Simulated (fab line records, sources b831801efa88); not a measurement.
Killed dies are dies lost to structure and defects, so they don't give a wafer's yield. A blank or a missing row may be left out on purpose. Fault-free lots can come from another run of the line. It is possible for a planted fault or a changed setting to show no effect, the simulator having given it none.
Which tool is to blame? / flow gf180mcu / 72 wafers from 24 lots sampled at 6 of the route's 602 steps

WHAT THE GAUGES SHOWED, per wafer
GF_STI_THK_MEAS_24. Usual: for STI_CVD_23_THK the level is 650 nm and the standard deviation is 6.7.
lot=L074; measured=day 2 05:04; on=film metro-02; STI_CVD_23_THK (nm)=654 652 652; flag=
lot=L075; measured=day 2 09:12; on=film metro-01; STI_CVD_23_THK (nm)=653 649 655; flag=
lot=L076; measured=day 2 15:13; on=film metro-01; STI_CVD_23_THK (nm)=645 658 660; flag=
lot=L077; measured=day 2 20:10; on=film metro-02; STI_CVD_23_THK (nm)=663 663 657; flag=
lot=L078; measured=day 3 01:52; on=film metro-01; STI_CVD_23_THK (nm)=656 654 653; flag=
lot=L079; measured=day 3 06:07; on=film metro-01; STI_CVD_23_THK (nm)=649 646 638; flag=
lot=L080; measured=day 3 10:46; on=film metro-04; STI_CVD_23_THK (nm)=657 654 662; flag=
lot=L081; measured=day 3 16:59; on=film metro-02; STI_CVD_23_THK (nm)=660 656 655; flag=
lot=L082; measured=day 3 23:04; on=film metro-02; STI_CVD_23_THK (nm)=654 658 660; flag=
lot=L083; measured=day 4 02:54; on=film metro-04; STI_CVD_23_THK (nm)=656 650 651; flag=
lot=L084; measured=day 4 07:42; on=film metro-04; STI_CVD_23_THK (nm)=638 640 647; flag=
lot=L085; measured=day 4 11:01; on=film metro-04; STI_CVD_23_THK (nm)=648 643 652; flag=
lot=L086; measured=day 4 17:53; on=film metro-04; STI_CVD_23_THK (nm)=647 639 637; flag=
lot=L087; measured=day 4 22:16; on=film metro-02; STI_CVD_23_THK (nm)=656 662 655; flag=
lot=L088; measured=day 5 03:21; on=film metro-02; STI_CVD_23_THK (nm)=639 649 654; flag=
lot=L089; measured=day 5 09:21; on=film metro-04; STI_CVD_23_THK (nm)=648 647 646; flag=
lot=L090; measured=day 5 16:16; on=film metro-04; STI_CVD_23_THK (nm)=650 656 652; flag=
lot=L091; measured=day 5 19:37; on=film metro-04; STI_CVD_23_THK (nm)=648 638 641; flag=
lot=L092; measured=day 6 00:59; on=film metro-02; STI_CVD_23_THK (nm)=645 643 653; flag=
lot=L093; measured=day 6 06:20; on=film metro-04; STI_CVD_23_THK (nm)=661 659 657; flag=
lot=L094; measured=day 6 13:16; on=film metro-02; STI_CVD_23_THK (nm)=644 650 652; flag=
lot=L095; measured=day 6 17:38; on=film metro-02; STI_CVD_23_THK (nm)=657 643 655; flag=
lot=L096; measured=day 6 22:46; on=film metro-01; STI_CVD_23_THK (nm)=654 640 651; flag=
lot=L097; measured=day 7 03:47; on=film metro-01; STI_CVD_23_THK (nm)=651 656 655; flag=

GF_V3_OVL_MEAS_15. Usual: for V3_OVL the level is 2 nm and the standard deviation is 4.7.
lot=L074; measured=day 22 15:09; on=overlay-01; V3_OVL (nm)=7 9 8; flag=
lot=L075; measured=day 22 18:19; on=overlay-01; V3_OVL (nm)=-5 1 -3; flag=
lot=L076; measured=day 23 06:22; on=overlay-02; V3_OVL (nm)=6 6 12; flag=
lot=L077; measured=day 23 12:01; on=overlay-02; V3_OVL (nm)=-1 5 5; flag=
lot=L078; measured=day 23 18:41; on=overlay-02; V3_OVL (nm)=5 3 1; flag=
lot=L079; measured=day 24 05:28; on=overlay-01; V3_OVL (nm)=-6 0 -3; flag=
lot=L080; measured=day 24 14:52; on=overlay-02; V3_OVL (nm)=3 4 -1; flag=
lot=L081; measured=day 25 01:34; on=overlay-02; V3_OVL (nm)=2 2 10; flag=
lot=L082; measured=day 25 14:49; on=overlay-02; V3_OVL (nm)=1 6 13; flag=
lot=L083; measured=day 25 16:35; on=overlay-01; V3_OVL (nm)=-1 -6 -1; flag=
lot=L084; measured=day 25 23:11; on=overlay-01; V3_OVL (nm)=0 7 -1; flag=
lot=L085; measured=day 26 09:20; on=overlay-01; V3_OVL (nm)=3 -1 3; flag=
lot=L086; measured=day 26 17:43; on=overlay-02; V3_OVL (nm)=8 -3 5; flag=
lot=L087; measured=day 26 20:05; on=overlay-02; V3_OVL (nm)=0 0 5; flag=
lot=L088; measured=day 27 09:20; on=overlay-02; V3_OVL (nm)=3 7 -1; flag=
lot=L089; measured=day 27 15:06; on=overlay-02; V3_OVL (nm)=9 7 6; flag=
lot=L090; measured=day 27 23:47; on=overlay-02; V3_OVL (nm)=4 3 4; flag=
lot=L091; measured=day 28 02:06; on=overlay-02; V3_OVL (nm)=-4 1 3; flag=
lot=L092; measured=day 28 09:11; on=overlay-02; V3_OVL (nm)=7 8 8; flag=
lot=L093; measured=day 28 13:50; on=overlay-02; V3_OVL (nm)=-4 7 -1; flag=
lot=L094; measured=day 28 21:59; on=overlay-02; V3_OVL (nm)=8 -2 9; flag=
lot=L095; measured=day 29 04:28; on=overlay-02; V3_OVL (nm)=-9 -5 -10; flag=
lot=L096; measured=day 29 12:44; on=overlay-01; V3_OVL (nm)=-5 3 5; flag=
lot=L097; measured=day 29 16:23; on=overlay-02; V3_OVL (nm)=-4 3 3; flag=

GF_MIM_THK_MEAS_11: measures by xrf. Usual: for MIM_ALCU_THK the level is 199.8 nm and the standard deviation is 2.
lot=L074; measured=day 24 17:29; on=film metro-01; MIM_ALCU_THK (nm)=198.1 200.4 201.1; flag=
lot=L075; measured=day 24 19:59; on=film metro-04; MIM_ALCU_THK (nm)=196.2 197.1 195.1; flag=
lot=L076; measured=day 25 07:49; on=film metro-04; MIM_ALCU_THK (nm)=199.5 201.6 202.2; flag=
lot=L077; measured=day 25 13:12; on=film metro-04; MIM_ALCU_THK (nm)=201.9 203.1 202.3; flag=
lot=L078; measured=day 25 19:39; on=film metro-04; MIM_ALCU_THK (nm)=202.4 201.6 202.3; flag=
lot=L079; measured=day 26 06:05; on=film metro-03; MIM_ALCU_THK (nm)=198.8 197.5 199.8; flag=
lot=L080; measured=day 26 14:35; on=film metro-04; MIM_ALCU_THK (nm)=200.7 198.8 203.8; flag=
lot=L081; measured=day 26 23:40; on=film metro-03; MIM_ALCU_THK (nm)=197.5 197.0 195.8; flag=
lot=L082; measured=day 27 13:10; on=film metro-01; MIM_ALCU_THK (nm)=197.1 196.8 198.2; flag=
lot=L083; measured=day 27 15:43; on=film metro-03; MIM_ALCU_THK (nm)=199.4 200.5 200.2; flag=
lot=L084; measured=day 27 21:34; on=film metro-04; MIM_ALCU_THK (nm)=201.3 198.6 199.3; flag=
lot=L085; measured=day 28 07:39; on=film metro-01; MIM_ALCU_THK (nm)=198.6 198.9 195.5; flag=
lot=L086; measured=day 28 14:47; on=film metro-04; MIM_ALCU_THK (nm)=201.3 199.3 199.9; flag=
lot=L087; measured=day 28 16:56; on=film metro-03; MIM_ALCU_THK (nm)=199.4 198.6 199.2; flag=
lot=L088; measured=day 29 06:25; on=film metro-04; MIM_ALCU_THK (nm)=203.8 201.8 204.7; flag=
lot=L089; measured=day 29 11:28; on=film metro-04; MIM_ALCU_THK (nm)=201.9 200.8 202.3; flag=
lot=L090; measured=day 29 19:33; on=film metro-03; MIM_ALCU_THK (nm)=202.1 199.1 201.7; flag=
lot=L091; measured=day 29 22:19; on=film metro-01; MIM_ALCU_THK (nm)=197.8 197.5 199.1; flag=
lot=L092; measured=day 30 04:40; on=film metro-03; MIM_ALCU_THK (nm)=199.6 200.1 197.8; flag=
lot=L093; measured=day 30 09:00; on=film metro-01; MIM_ALCU_THK (nm)=199.6 200.9 201.3; flag=
lot=L094; measured=day 30 16:56; on=film metro-03; MIM_ALCU_THK (nm)=198.6 198.9 199.5; flag=
lot=L095; measured=day 30 22:53; on=film metro-01; MIM_ALCU_THK (nm)=198.0 198.6 199.2; flag=
lot=L096; measured=day 31 05:54; on=film metro-03; MIM_ALCU_THK (nm)=201.0 199.6 200.4; flag=
lot=L097; measured=day 31 10:14; on=film metro-04; MIM_ALCU_THK (nm)=197.9 201.2 198.8; flag=

WHAT TOOL EACH LOT RAN ON (gives the tool, then ch and the chambers of the sampled wafers, and finally the start)
lot=L074; GF_M2_SPUTTER_00=pvd sputter-01, day 18 10:40; GF_V4_CVD_02=pecvd-04 ch 1,2, day 23 16:11; GF_V4_CMP_04=cmp-01 ch 0,1, day 23 16:22
lot=L075; GF_M2_SPUTTER_00=pvd sputter-02, day 18 14:26; GF_V4_CVD_02=pecvd-04 ch 0,1, day 23 19:48; GF_V4_CMP_04=cmp-02 ch 2,3, day 23 19:59
lot=L076; GF_M2_SPUTTER_00=pvd sputter-04, day 19 03:16; GF_V4_CVD_02=pecvd-03 ch 0,2, day 24 07:19; GF_V4_CMP_04=cmp-01 ch 2,3, day 24 07:26
lot=L077; GF_M2_SPUTTER_00=pvd sputter-01, day 19 08:13; GF_V4_CVD_02=pecvd-01 ch 0,1, day 24 13:20; GF_V4_CMP_04=cmp-01 ch 2,3, day 24 13:28
lot=L078; GF_M2_SPUTTER_00=pvd sputter-02, day 19 16:40; GF_V4_CVD_02=pecvd-04 ch 0,1,2, day 24 19:13; GF_V4_CMP_04=cmp-01 ch 1,2, day 24 19:21
lot=L079; GF_M2_SPUTTER_00=pvd sputter-01, day 20 02:55; GF_V4_CVD_02=pecvd-01 ch 2, day 25 06:14; GF_V4_CMP_04=cmp-01 ch 0,1, day 25 06:24
lot=L080; GF_M2_SPUTTER_00=pvd sputter-02, day 20 12:31; GF_V4_CVD_02=pecvd-03 ch 0,2, day 25 15:02; GF_V4_CMP_04=cmp-02 ch 0,3, day 25 15:13
lot=L081; GF_M2_SPUTTER_00=pvd sputter-01, day 21 02:16; GF_V4_CVD_02=pecvd-04 ch 0,2, day 26 00:25; GF_V4_CMP_04=cmp-02 ch 1,3, day 26 00:33
lot=L082; GF_M2_SPUTTER_00=pvd sputter-04, day 21 13:46; GF_V4_CVD_02=pecvd-01 ch 0,1,2, day 26 13:48; GF_V4_CMP_04=cmp-02 ch 0,2,3, day 26 14:02
lot=L083; GF_M2_SPUTTER_00=pvd sputter-02, day 21 19:02; GF_V4_CVD_02=pecvd-03 ch 0,1, day 26 16:28; GF_V4_CMP_04=cmp-02 ch 1,3, day 26 16:38
lot=L084; GF_M2_SPUTTER_00=pvd sputter-01, day 22 01:10; GF_V4_CVD_02=pecvd-03 ch 0,1,2, day 26 22:53; GF_V4_CMP_04=cmp-02 ch 0,3, day 26 23:01
lot=L085; GF_M2_SPUTTER_00=pvd sputter-04, day 22 12:26; GF_V4_CVD_02=pecvd-01 ch 0,1, day 27 08:41; GF_V4_CMP_04=cmp-02 ch 1,2,3, day 27 08:49
lot=L086; GF_M2_SPUTTER_00=pvd sputter-01, day 22 21:17; GF_V4_CVD_02=pecvd-03 ch 0,1,2, day 27 16:37; GF_V4_CMP_04=cmp-01 ch 0,2,3, day 27 16:45
lot=L087; GF_M2_SPUTTER_00=pvd sputter-01, day 23 01:38; GF_V4_CVD_02=pecvd-04 ch 0,1, day 27 18:32; GF_V4_CMP_04=cmp-02 ch 0,1,3, day 27 18:40
lot=L088; GF_M2_SPUTTER_00=pvd sputter-01, day 23 14:56; GF_V4_CVD_02=pecvd-04 ch 0,1,2, day 28 08:01; GF_V4_CMP_04=cmp-01 ch 0,2,3, day 28 08:17
lot=L089; GF_M2_SPUTTER_00=pvd sputter-02, day 23 21:53; GF_V4_CVD_02=pecvd-04 ch 0,1, day 28 13:31; GF_V4_CMP_04=cmp-01 ch 1,3, day 28 13:38
lot=L090; GF_M2_SPUTTER_00=pvd sputter-01, day 24 07:32; GF_V4_CVD_02=pecvd-01 ch 0,1,2, day 28 22:06; GF_V4_CMP_04=cmp-02 ch 1,3, day 28 22:17
lot=L091; GF_M2_SPUTTER_00=pvd sputter-01, day 24 11:37; GF_V4_CVD_02=pecvd-01 ch 1,2, day 29 00:29; GF_V4_CMP_04=cmp-01 ch 0,2,3, day 29 00:46
lot=L092; GF_M2_SPUTTER_00=pvd sputter-01, day 24 17:58; GF_V4_CVD_02=pecvd-01 ch 0,1, day 29 07:29; GF_V4_CMP_04=cmp-01 ch 0,1, day 29 07:37
lot=L093; GF_M2_SPUTTER_00=pvd sputter-01, day 24 23:01; GF_V4_CVD_02=pecvd-03 ch 1,2, day 29 12:02; GF_V4_CMP_04=cmp-01 ch 2,3, day 29 12:10
lot=L094; GF_M2_SPUTTER_00=pvd sputter-02, day 25 08:40; GF_V4_CVD_02=pecvd-03 ch 0,2, day 29 19:38; GF_V4_CMP_04=cmp-01 ch 1,2,3, day 29 19:49
lot=L095; GF_M2_SPUTTER_00=pvd sputter-01, day 25 14:08; GF_V4_CVD_02=pecvd-04 ch 1,2, day 30 02:14; GF_V4_CMP_04=cmp-02 ch 0,2, day 30 02:25
lot=L096; GF_M2_SPUTTER_00=pvd sputter-01, day 25 23:49; GF_V4_CVD_02=pecvd-04 ch 0,1,2, day 30 09:42; GF_V4_CMP_04=cmp-02 ch 0,1,2, day 30 09:53
lot=L097; GF_M2_SPUTTER_00=pvd sputter-01, day 26 04:33; GF_V4_CVD_02=pecvd-01 ch 0,1,2, day 30 13:21; GF_V4_CMP_04=cmp-02 ch 0,2,3, day 30 13:32
- GF_M2_SPUTTER_00: material Ti, target thk 37.5 nm, time 150 s.
- GF_V4_CVD_02: deposits SiO2 from TEOS, target thk 850 nm, time 94.851 s.
- GF_V4_CMP_04: polishes SiO2.

AS READ BY THE TOOLS THEMSELVES (means over the sampled wafers that have a number; for cases with no such wafer, the mark the record gives instead)
GF_M2_SPUTTER_00. Usual: throttle valve pct at 30.2 %, with a standard deviation of 1.
lot=L074; tool=pvd sputter-01; throttle valve pct (%)=31.0; flag=
lot=L075; tool=pvd sputter-02; throttle valve pct (%)=30.1; flag=
lot=L076; tool=pvd sputter-04; throttle valve pct (%)=28.6; flag=
lot=L077; tool=pvd sputter-01; throttle valve pct (%)=30.0; flag=
lot=L078; tool=pvd sputter-02; throttle valve pct (%)=30.3; flag=
lot=L079; tool=pvd sputter-01; throttle valve pct (%)=29.9; flag=
lot=L080; tool=pvd sputter-02; throttle valve pct (%)=29.7; flag=
lot=L081; tool=pvd sputter-01; throttle valve pct (%)=31.3; flag=
lot=L082; tool=pvd sputter-04; throttle valve pct (%)=29.2; flag=
lot=L083; tool=pvd sputter-02; throttle valve pct (%)=29.4; flag=
lot=L084; tool=pvd sputter-01; throttle valve pct (%)=30.9; flag=
lot=L085; tool=pvd sputter-04; throttle valve pct (%)=29.1; flag=
lot=L086; tool=pvd sputter-01; throttle valve pct (%)=30.5; flag=
lot=L087; tool=pvd sputter-01; throttle valve pct (%)=30.6; flag=
lot=L088; tool=pvd sputter-01; throttle valve pct (%)=30.8; flag=
lot=L089; tool=pvd sputter-02; throttle valve pct (%)=29.7; flag=
lot=L090; tool=pvd sputter-01; throttle valve pct (%)=30.0; flag=
lot=L091; tool=pvd sputter-01; throttle valve pct (%)=31.0; flag=
lot=L092; tool=pvd sputter-01; throttle valve pct (%)=30.6; flag=
lot=L093; tool=pvd sputter-01; throttle valve pct (%)=30.7; flag=
lot=L094; tool=pvd sputter-02; throttle valve pct (%)=30.0; flag=
lot=L095; tool=pvd sputter-01; throttle valve pct (%)=29.9; flag=
lot=L096; tool=pvd sputter-01; throttle valve pct (%)=31.2; flag=
lot=L097; tool=pvd sputter-01; throttle valve pct (%)=31.2; flag=

GF_V4_CVD_02. Usual: heater power w 665 W, standard deviation 100; susceptor temp C 399.99 C, standard deviation 0.23.
lot=L074; tool=pecvd-04; heater power w (W)=750; susceptor temp C (C)=399.82; flag=
lot=L075; tool=pecvd-04; heater power w (W)=713; susceptor temp C (C)=399.92; flag=
lot=L076; tool=pecvd-03; heater power w (W)=558; susceptor temp C (C)=399.85; flag=
lot=L077; tool=pecvd-01; heater power w (W)=766; susceptor temp C (C)=399.97; flag=
lot=L078; tool=pecvd-04; heater power w (W)=649; susceptor temp C (C)=399.91; flag=
lot=L079; tool=pecvd-01; heater power w (W)=620; susceptor temp C (C)=399.73; flag=
lot=L080; tool=pecvd-03; heater power w (W)=531; susceptor temp C (C)=399.88; flag=
lot=L081; tool=pecvd-04; heater power w (W)=611; susceptor temp C (C)=400.16; flag=
lot=L082; tool=pecvd-01; heater power w (W)=711; susceptor temp C (C)=400.13; flag=
lot=L083; tool=pecvd-03; heater power w (W)=600; susceptor temp C (C)=400.09; flag=
lot=L084; tool=pecvd-03; heater power w (W)=634; susceptor temp C (C)=399.85; flag=
lot=L085; tool=pecvd-01; heater power w (W)=777; susceptor temp C (C)=400.20; flag=
lot=L086; tool=pecvd-03; heater power w (W)=610; susceptor temp C (C)=399.96; flag=
lot=L087; tool=pecvd-04; heater power w (W)=703; susceptor temp C (C)=400.04; flag=
lot=L088; tool=pecvd-04; heater power w (W)=606; susceptor temp C (C)=400.21; flag=
lot=L089; tool=pecvd-04; heater power w (W)=698; susceptor temp C (C)=400.02; flag=
lot=L090; tool=pecvd-01; heater power w (W)=727; susceptor temp C (C)=400.02; flag=
lot=L091; tool=pecvd-01; heater power w (W)=709; susceptor temp C (C)=400.02; flag=
lot=L092; tool=pecvd-01; heater power w (W)=730; susceptor temp C (C)=399.93; flag=
lot=L093; tool=pecvd-03; heater power w (W)=645; susceptor temp C (C)=399.94; flag=
lot=L094; tool=pecvd-03; heater power w (W)=602; susceptor temp C (C)=399.97; flag=
lot=L095; tool=pecvd-04; heater power w (W)=636; susceptor temp C (C)=400.07; flag=
lot=L096; tool=pecvd-04; heater power w (W)=707; susceptor temp C (C)=400.18; flag=
lot=L097; tool=pecvd-01; heater power w (W)=737; susceptor temp C (C)=400.07; flag=

GF_V4_CMP_04. Usual: edge zone pressure frac 1.000, standard deviation 0.0049; motor current A 12.4 A, standard deviation 1.1; retaining ring pressure frac 1.000, standard deviation 0.0047; time to endpoint s 80 s, standard deviation 5.1.
lot=L074; tool=cmp-01; edge zone pressure frac=0.995; motor current A (A)=13.8; retaining ring pressure frac=1.003; time to endpoint s (s)=77; flag=
lot=L075; tool=cmp-02; edge zone pressure frac=1.000; motor current A (A)=11.5; retaining ring pressure frac=1.003; time to endpoint s (s)=82; flag=
lot=L076; tool=cmp-01; edge zone pressure frac=1.002; motor current A (A)=13.2; retaining ring pressure frac=1.003; time to endpoint s (s)=75; flag=
lot=L077; tool=cmp-01; edge zone pressure frac=0.998; motor current A (A)=12.7; retaining ring pressure frac=1.000; time to endpoint s (s)=77; flag=
lot=L078; tool=cmp-01; edge zone pressure frac=0.999; motor current A (A)=13.8; retaining ring pressure frac=0.999; time to endpoint s (s)=75; flag=
lot=L079; tool=cmp-01; edge zone pressure frac=1.004; motor current A (A)=13.5; retaining ring pressure frac=1.001; time to endpoint s (s)=79; flag=
lot=L080; tool=cmp-02; edge zone pressure frac=1.002; motor current A (A)=10.7; retaining ring pressure frac=0.997; time to endpoint s (s)=84; flag=
lot=L081; tool=cmp-02; edge zone pressure frac=1.001; motor current A (A)=12.1; retaining ring pressure frac=0.999; time to endpoint s (s)=78; flag=
lot=L082; tool=cmp-02; edge zone pressure frac=0.995; motor current A (A)=11.0; retaining ring pressure frac=0.999; time to endpoint s (s)=77; flag=
lot=L083; tool=cmp-02; edge zone pressure frac=1.002; motor current A (A)=11.5; retaining ring pressure frac=1.003; time to endpoint s (s)=75; flag=
lot=L084; tool=cmp-02; edge zone pressure frac=0.999; motor current A (A)=11.0; retaining ring pressure frac=0.999; time to endpoint s (s)=79; flag=
lot=L085; tool=cmp-02; edge zone pressure frac=1.004; motor current A (A)=11.8; retaining ring pressure frac=0.998; time to endpoint s (s)=74; flag=
lot=L086; tool=cmp-01; edge zone pressure frac=0.999; motor current A (A)=13.0; retaining ring pressure frac=0.997; time to endpoint s (s)=84; flag=
lot=L087; tool=cmp-02; edge zone pressure frac=1.003; motor current A (A)=11.2; retaining ring pressure frac=0.998; time to endpoint s (s)=76; flag=
lot=L088; tool=cmp-01; edge zone pressure frac=0.997; motor current A (A)=12.9; retaining ring pressure frac=1.001; time to endpoint s (s)=83; flag=
lot=L089; tool=cmp-01; edge zone pressure frac=0.998; motor current A (A)=13.4; retaining ring pressure frac=1.001; time to endpoint s (s)=82; flag=
lot=L090; tool=cmp-02; edge zone pressure frac=1.000; motor current A (A)=10.8; retaining ring pressure frac=1.006; time to endpoint s (s)=75; flag=
lot=L091; tool=cmp-01; edge zone pressure frac=1.002; motor current A (A)=12.9; retaining ring pressure frac=0.998; time to endpoint s (s)=84; flag=
lot=L092; tool=cmp-01; edge zone pressure frac=1.002; motor current A (A)=13.7; retaining ring pressure frac=1.005; time to endpoint s (s)=88; flag=
lot=L093; tool=cmp-01; edge zone pressure frac=1.001; motor current A (A)=12.7; retaining ring pressure frac=0.996; time to endpoint s (s)=86; flag=
lot=L094; tool=cmp-01; edge zone pressure frac=1.000; motor current A (A)=13.5; retaining ring pressure frac=1.000; time to endpoint s (s)=87; flag=
lot=L095; tool=cmp-02; edge zone pressure frac=1.003; motor current A (A)=11.1; retaining ring pressure frac=1.003; time to endpoint s (s)=84; flag=
lot=L096; tool=cmp-02; edge zone pressure frac=1.000; motor current A (A)=11.8; retaining ring pressure frac=1.005; time to endpoint s (s)=82; flag=
lot=L097; tool=cmp-02; edge zone pressure frac=1.005; motor current A (A)=11.1; retaining ring pressure frac=1.003; time to endpoint s (s)=74; flag=

THE ANSWER, worked out from the rows above alone
Rule: a lot is off if the mean of its wafers that have a number lies more than 3 standard deviations from the usual mean. Also off: a lot with no number at a reading for which 4 or more lots have one. Any other lot the step has rows for is counted as sound. First the gauges in route order, then the tools' own readings, where a lot's mean is used as printed above. The first step at which some lot is off is used, and at that step the reading that is off furthest; a lot without a number counts as furthest.
Nothing can be told from this: no lot is off at any reading shown.

WHAT HAD BEEN PUT IN BY THE SIMULATOR
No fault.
